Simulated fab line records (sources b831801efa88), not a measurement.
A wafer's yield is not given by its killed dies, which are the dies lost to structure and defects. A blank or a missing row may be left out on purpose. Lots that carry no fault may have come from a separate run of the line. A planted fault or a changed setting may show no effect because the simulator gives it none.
Chamber matching | flow gf180mcu | GF_V2_ETCH_16 on rie-diel-02 has 4 sister chambers
The step etches BARC in N2/H2. 4 wafers are shown with their chamber, then 8 later ones without.

WAFERS PAIRED WITH THEIR CHAMBERS
wafer  | chamber | drypump-motor-current-A (A)
L085.4 | 1       | 4.7
L089.4 | 3       | 5.5
L089.5 | 0       | 5.7
L090.3 | 2       | 5.0

WAFERS MISSING THEIR CHAMBER
wafer  | drypump-motor-current-A (A)
L090.4 | 4.7
L090.5 | 5.0
L092.1 | 5.5
L092.2 | 5.7
L092.6 | 5.6
L095.3 | 4.7
L095.5 | 5.0
L095.6 | 4.7

THE CHAMBER EACH PASSED THROUGH
wafer  | from the rows above     | in truth
L090.4 | 1                       | 1
L090.5 | 2                       | 2
L092.1 | 3                       | 3
L092.2 | 0                       | 0
L092.6 | can't be placed: 3 or 0 | 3
L095.3 | 1                       | 1
L095.5 | 2                       | 2
L095.6 | 1                       | 1
Placed correctly: 7 of 8. From these rows, 1 cannot be placed; in 1 the true chamber is one of the candidates. Placed wrongly: 0.
How it was worked out, from the rows above alone: a wafer's distance from a chamber is the root of the sum, over the readings, of the square of ((its reading less the chamber's mean) divided by the reading's scatter). The wafer belongs to the nearest chamber; if the next one is less than 2 further off, it can't be placed. Each chamber's mean is taken over the wafers shown for it. The scatter: with one shown wafer a chamber, the root of the mean of the squares of how far each hidden wafer lies from its nearest shown one.
